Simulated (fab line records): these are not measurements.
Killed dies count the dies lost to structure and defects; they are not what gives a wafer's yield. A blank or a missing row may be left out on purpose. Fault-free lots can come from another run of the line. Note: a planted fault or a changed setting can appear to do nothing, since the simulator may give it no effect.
The same fault as seen by 2 desks -- flow gf180mcu -- every desk sees just its own numbers, and what lay behind them comes last

METROLOGY DESK
What the gauges read, lot by lot, whatever tool the lot ran on: means of the sampled wafers that have a number. Marked OUT: a lot whose mean sits more than 4 standard deviations from the usual mean, which makes it out of limits; the brackets give that distance.
Columns: A = M2_ALCU_RS at GF_M2_RS_MEAS_05, usual 0.0693 ohm/sq
lot,first seen here,A
L576,day 18 08:23,0.0688
L577,day 18 17:04,0.0688
L582,day 20 15:28,0.0696
L583,day 20 19:06,0.0706
L584,day 21 08:13,0.0689
L585,day 21 19:09,0.0693
L586,day 22 03:15,0.0698
L587,day 22 16:55,0.0692
L588,day 22 19:01,0.0686
L596,day 25 09:53,0.0695
L597,day 25 18:06,0.0693
L598,day 25 20:38,0.0696
L599,day 26 06:43,0.0695
Finding of this desk: none of the 13 lots has anything out of limits.

THE TOOL OWNER'S DESK: pvd_sputter-01
The tool's own readings at GF_V2_SPUTTER_22 (material TiN, target thk 10 nm, time 40 s): means of the sampled wafers that have a number, for each lot that ran on this tool. Marked OUT: a lot whose mean sits more than 4 standard deviations from the usual mean, which makes it out of limits; the brackets give that distance.
Columns: A = chamber_pressure_pa at GF_V2_SPUTTER_22, usual 4.998 Pa; B = throttle_valve_pct at GF_V2_SPUTTER_22, usual 30.5 %
lot,first seen here,A,B
L576,day 20 11:01,5.004,30.3
L577,day 20 19:52,5.010,30.2
L582,day 22 16:29,4.987,29.8
L583,day 22 20:23,5.001,30.6
L587,day 24 16:04,5.245 (+22) OUT,29.1
L588,day 24 17:59,5.235 (+22) OUT,29.7
L597,day 27 14:16,4.988,30.7
L599,day 28 02:22,4.995,30.9
Finding of this desk: L587, L588 out of limits; the first was L587 at day 24 16:04, on chamber_pressure_pa at GF_V2_SPUTTER_22. In limits: L576, L577, L582, L583, L597, L599.

ALL TOGETHER
The tool owner's desk could have raised an alarm at day 24 16:04, on L587, L588.
Metrology desk: nothing out of limits seen.
The metrology desk has L587, L588 on record, within its limits.
All the named lots went through GF_V2_SPUTTER_22 on pvd_sputter-01.

WHAT WAS PUT IN BY THE SIMULATOR
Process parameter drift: pvd_sputter-01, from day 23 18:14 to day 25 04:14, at GF_V2_SPUTTER_22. The setting chamber_pressure_pa was moved by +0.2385, starting from 5. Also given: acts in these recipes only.
Shown lots that were struck: L587, L588.
Each desk's first reading out of limits, in hours after the fault started: the tool owner's desk, 22.
